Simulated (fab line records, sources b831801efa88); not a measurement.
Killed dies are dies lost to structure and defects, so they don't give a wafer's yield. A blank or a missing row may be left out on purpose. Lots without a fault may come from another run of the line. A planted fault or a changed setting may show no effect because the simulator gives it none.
A struck lot beside a sound one | flow gf180mcu | 15 steps out of a route of 602
Sound: wafers L636.1, L636.2, L636.4. Struck: wafer L627.4. (L627.1, L627.3 of the same lot were not struck and are left out.) The cause comes at the end.
At each step with rows: each side's tool, then ch and its chambers, then its first start. Under that, the readings that differ: sound wafers | struck wafers | difference of the means | sigmas: that difference in standard deviations of wafers without a fault.
alike: readings whose means differ by less than 2 such deviations, and words and numbers that are the same on both sides. not compared: withheld readings, readings that some wafer has no value for, bounds like >300 that may hide the same value, and numbers for which the record gives no deviation and whose values overlap.
The two part at a step that has a row with sigmas, a row that says differs or no value, or rows on one side only. Numbers that don't overlap but have no deviation are shown without sigmas and don't part them. A reading that every wafer of one side lacks parts them only if that side has two wafers or more.

first, 4 steps without rows for these wafers: GF_V1_SOFTBAKE_10 (time 60 s); GF_V1_EXPOSE_11 (exposes mask Via1, target cd 260 nm); GF_V1_PEB_12 (peb time 90 s); GF_V1_DEVELOP_13 (develop time 60 s).
GF_V1_CD_MEAS_14: target cd 260 nm.
  sound on cd_sem-02, day 22 14:53; struck on cd_sem-01, day 19 08:56
  alike: cd_nm
GF_V1_OVL_MEAS_15:
  sound on overlay-01, day 22 15:01; struck on overlay-02, day 19 09:04
  alike: V1_OVL
GF_V1_ETCH_16: etches BARC in N2/H2.
  sound on rie_diel-01 ch 0,1,2, day 22 15:02; struck on rie_diel-01 ch 3, day 19 09:05
  reading             | sound             | struck | difference | sigmas
  n2_flow_sccm (sccm) | 99.67 99.71 99.64 | 100.26 | +0.59      | +2
  alike: drypump_motor_current_A, oes_product_au, throttle_valve_pct
GF_V1_ETCH_17: etches SiO2 in C4F8/O2/Ar, stops on TiN, target depth 630 nm.
  sound on rie_diel-01 ch 0,1,2; struck on rie_diel-01 ch 3
  alike: oes_product_au
GF_V1_STRIP_18: strips in O2/N2.
  sound on plasma_asher-01 ch 0,1, day 22 15:10; struck on plasma_asher-03 ch 0, day 19 09:13
  reading                     | sound          | struck | difference | sigmas
  drypump_motor_current_A (A) | 6.51 6.54 6.51 | 5.90   | -0.62      | -3
  alike: heater_power_w, n2_flow_sccm, oes_product_au
  not compared: rf_hours_counter_h
then, 2 steps without rows for these wafers: GF_V1_STRIP_19 (strips in post etch residue remover, time 1200 s); GF_V1_CLEAN_20 (cleans in DIW).
GF_V1_SPUTTER_21: material Ti, target thk 15 nm, time 80.02 s.
  sound on pvd_sputter-03, day 22 15:43; struck on pvd_sputter-04, day 19 09:46
  alike: chamber_pressure_pa, throttle_valve_pct
GF_V1_SPUTTER_22: material TiN, target thk 10 nm, time 40 s.
  sound on pvd_sputter-03, day 22 15:47; struck on pvd_sputter-04, day 19 09:50
  reading                                | sound             | struck | difference | sigmas
  chamber_pressure_pa (Pa)               | 5.001 4.998 4.999 | 5.452  | +0.453     | +45
  model.TiN_of_V1_SPUTTER_22.thk_nm (nm) | 9.944 9.972 10.02 | 9.194  | -0.785     |
  alike: throttle_valve_pct
GF_V1_CVD_23: deposits W, target thk 350 nm, time 105.05 s.
  sound on cvd_w-01 ch 0,1, day 22 15:49; struck on cvd_w-02 ch 1, day 19 09:52
  reading                      | sound             | struck | difference | sigmas
  chamber_pressure_Torr (Torr) | 39.92 39.89 39.79 | 40.12  | +0.25      | +3
  alike: heater_power_w
GF_PASSIVATION_PROBE_99:
  the record has rows for the sound wafers here (prober-01, day 32 11:37) and none for the struck ones

WHERE THEY PART
First at GF_V1_ETCH_16; last, within this record, at GF_PASSIVATION_PROBE_99.

WHY: what the simulator had put in
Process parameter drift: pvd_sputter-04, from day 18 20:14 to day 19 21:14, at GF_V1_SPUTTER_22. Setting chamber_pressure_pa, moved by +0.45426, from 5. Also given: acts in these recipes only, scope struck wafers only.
